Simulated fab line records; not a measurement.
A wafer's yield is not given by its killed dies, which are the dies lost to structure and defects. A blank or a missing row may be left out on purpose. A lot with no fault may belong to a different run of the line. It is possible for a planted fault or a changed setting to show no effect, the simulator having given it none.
Which of the tools did it? | flow gf180mcu | 15 lots, 45 wafers sampled, at 4 steps of a route of 602

== WHAT EACH GAUGE READ, for each wafer ==
GF_V1_THK_MEAS_01. Usual: for V1_CVD_00_THK the level is 600 nm and the standard deviation is 6.2.
lot  | measured     | on            | V1_CVD_00_THK (nm) | flag
L767 | day 17 17:04 | film-metro-03 | 607 604 612        |
L768 | day 18 08:23 | film-metro-04 | 606 603 598        |
L769 | day 19 01:08 | film-metro-02 | 598 603 604        |
L770 | day 19 11:05 | film-metro-03 | 588 603 595        |
L771 | day 20 02:12 | film-metro-03 | 607 598 598        |
L772 | day 20 11:36 | film-metro-03 | 601 602 602        |
L774 | day 20 19:12 | film-metro-03 | 594 594 596        |
L777 | day 21 22:21 | film-metro-02 | 608 598 600        |
L778 | day 22 00:02 | film-metro-03 | 598 603 605        |
L779 | day 22 10:16 | film-metro-02 | 602 605 602        |
L780 | day 22 19:54 | film-metro-02 | 598 612 608        |
L781 | day 23 15:02 | film-metro-03 | 598 587 594        |
L782 | day 23 13:49 | film-metro-04 | 608 608 606        |
L788 | day 25 17:23 | film-metro-03 | 603 605 601        |
L789 | day 25 15:16 | film-metro-04 | 600 597 594        |

GF_V1_THK_MEAS_25: measures by xrf. Usual: for V1_W_THK the level is 360 nm and the standard deviation is 7.9.
lot  | measured     | on            | V1_W_THK (nm) | flag
L767 | day 18 18:44 | film-metro-02 | 353 356 357   |
L768 | day 19 10:38 | film-metro-03 | 356 354 355   |
L769 | day 20 04:04 | film-metro-02 | 377 360 359   |
L770 | day 20 13:41 | film-metro-02 | 357 358 360   |
L771 | day 21 04:40 | film-metro-02 | 362 382 362   |
L772 | day 21 14:22 | film-metro-04 | 346 347 344   |
L774 | day 21 22:19 | film-metro-04 | 353 352 356   |
L777 | day 22 23:15 | film-metro-03 | 355 353 353   |
L778 | day 23 01:09 | film-metro-02 | 366 368 366   |
L779 | day 23 11:28 | film-metro-02 | 357 357 353   |
L780 | day 23 21:07 | film-metro-03 | 355 377 373   |
L781 | day 24 15:10 | film-metro-04 | 369 369 354   |
L782 | day 24 14:13 | film-metro-04 | 364 355 358   |
L788 | day 26 17:01 | film-metro-03 | 363 362 367   |
L789 | day 26 14:20 | film-metro-02 | 364 363 370   |

== WHAT TOOL EACH LOT RAN ON (gives the tool, then ch and the chambers of the sampled wafers, and finally the start) ==
lot  | GF_STI_STRIP_15                     | GF_DNWELL_PEB_05
L767 | plasma-asher-01 ch 0,1, day 2 06:35 | litho-track-03 ch 0, day 2 22:00
L768 | plasma-asher-01 ch 0,1, day 2 13:49 | litho-track-01 ch 0, day 3 08:00
L769 | plasma-asher-01 ch 0, day 2 17:03   | litho-track-01 ch 0, day 3 15:00
L770 | plasma-asher-01 ch 0,1, day 2 21:23 | litho-track-02 ch 0, day 3 21:00
L771 | plasma-asher-03 ch 0,1, day 3 03:03 | litho-track-02 ch 0, day 4 05:00
L772 | plasma-asher-01 ch 0,1, day 3 09:51 | litho-track-02 ch 0, day 4 10:00
L774 | plasma-asher-01 ch 0,1, day 3 21:42 | litho-track-03 ch 0, day 4 15:00
L777 | plasma-asher-02 ch 0,1, day 4 13:35 | litho-track-01 ch 0, day 5 08:00
L778 | plasma-asher-03 ch 0,1, day 4 15:45 | litho-track-02 ch 0, day 5 11:00
L779 | plasma-asher-03 ch 0,1, day 4 21:32 | litho-track-02 ch 0, day 5 15:00
L780 | plasma-asher-02 ch 0,1, day 5 02:42 | litho-track-02, day 5 22:00
L781 | plasma-asher-03 ch 0,1, day 5 08:29 | litho-track-02, day 6 03:00
L782 | plasma-asher-02 ch 0,1, day 5 13:24 | litho-track-03, day 6 09:00
L788 | plasma-asher-02 ch 0,1, day 6 20:53 | litho-track-02 ch 0, day 7 17:00
L789 | plasma-asher-02 ch 0,1, day 7 00:47 | litho-track-01 ch 0, day 7 21:00
- GF_STI_STRIP_15: strips in O2/N2.
- GF_DNWELL_PEB_05

== AS READ BY THE TOOLS THEMSELVES (means over the sampled wafers that have a number; for cases with no such wafer, the mark the record gives instead) ==
GF_STI_STRIP_15. Usual: drypump-motor-current-A 5.4 A, standard deviation 0.51; heater-power-w 307 W, standard deviation 19; oes-product-au 0.384 a.u., standard deviation 0.005; strip-time-to-endpoint-s 3.73 s, standard deviation 0.039.
lot  | tool            | drypump-motor-current-A (A) | heater-power-w (W) | oes-product-au (a.u.) | strip-time-to-endpoint-s (s) | flag
L767 | plasma-asher-01 | 5.0                         | 303                | 0.389                 | 3.72                         |
L768 | plasma-asher-01 | 5.2                         | 292                | 0.382                 | 3.66                         |
L769 | plasma-asher-01 | 4.8                         | 315                | 0.383                 | 3.68                         |
L770 | plasma-asher-01 | 5.2                         | 292                | 0.385                 | 3.76                         |
L771 | plasma-asher-03 | 5.4                         | 297                | 0.388                 | 3.70                         |
L772 | plasma-asher-01 | 5.2                         | 289                | 0.385                 | 3.75                         |
L774 | plasma-asher-01 | 5.2                         | 290                | 0.383                 | 3.76                         |
L777 | plasma-asher-02 | 5.9                         | 333                | 0.387                 | 3.78                         |
L778 | plasma-asher-03 | 5.4                         | 305                | 0.382                 | 3.71                         |
L779 | plasma-asher-03 | 5.4                         | 302                | 0.383                 | 3.76                         |
L780 | plasma-asher-02 | 5.9                         | 327                | 0.386                 | 3.76                         |
L781 | plasma-asher-03 | 5.4                         | 297                | 0.383                 | 3.75                         |
L782 | plasma-asher-02 | 6.2                         | 333                | 0.386                 | 3.76                         |
L788 | plasma-asher-02 | 5.9                         | 333                | 0.382                 | 3.74                         |
L789 | plasma-asher-02 | 5.9                         | 332                | 0.381                 | 3.73                         |

GF_DNWELL_PEB_05. Usual: chill-plate-temp-C 22.99 C, standard deviation 0.12; exhaust-pa 45.0 Pa, standard deviation 0.82; plate-temp-C 114.98 C, standard deviation 0.12.
lot  | tool           | chill-plate-temp-C (C) | exhaust-pa (Pa) | plate-temp-C (C) | flag
L767 | litho-track-03 | 22.91                  | 45.6            | 114.93           |
L768 | litho-track-01 | 22.91                  | 44.8            | 114.99           |
L769 | litho-track-01 | 23.02                  | 44.8            | 115.05           |
L770 | litho-track-02 | 22.96                  | 45.4            | 114.86           |
L771 | litho-track-02 | 23.10                  | 45.8            | 115.03           |
L772 | litho-track-02 | 23.09                  | 44.8            | 114.91           |
L774 | litho-track-03 | 22.80                  | 45.3            | 115.07           |
L777 | litho-track-01 | 23.00                  | 45.0            | 115.01           |
L778 | litho-track-02 | 22.99                  | 44.3            | 114.99           |
L779 | litho-track-02 | 22.93                  | 45.2            | 114.93           |
L780 | litho-track-02 | -                      | -               | -                | OFF
L781 | litho-track-02 | -                      | -               | -                | OFF
L782 | litho-track-03 | -                      | -               | -                | OFF
L788 | litho-track-02 | 22.96                  | 44.4            | 115.02           |
L789 | litho-track-01 | 22.98                  | 45.7            | 115.03           |

== THE ANSWER, worked out from the rows above alone ==
Rule: a lot is off if the mean of its wafers that have a number lies more than 3 standard deviations from the usual mean. A lot without any number at a reading at which 4 lots or more have one is off too. Where the step has rows for the other lots, those lots are counted as sound. After the gauges, taken in route order, come the tools' own readings; for these a lot's mean is taken, as printed above. At the first step where some lot is off, the reading lying furthest off is the one used; lots without a number count as furthest.
Off, at GF_DNWELL_PEB_05 on chill-plate-temp-C: L780, L781, L782. Without a number there: L780, L781, L782.
If a tool, at that step or one of the process steps before it, ran each lot that is off and ran no sound lot following the first of them, it fits. Of those tried, none fits.

== WHAT THE SIMULATOR HAD PUT IN ==
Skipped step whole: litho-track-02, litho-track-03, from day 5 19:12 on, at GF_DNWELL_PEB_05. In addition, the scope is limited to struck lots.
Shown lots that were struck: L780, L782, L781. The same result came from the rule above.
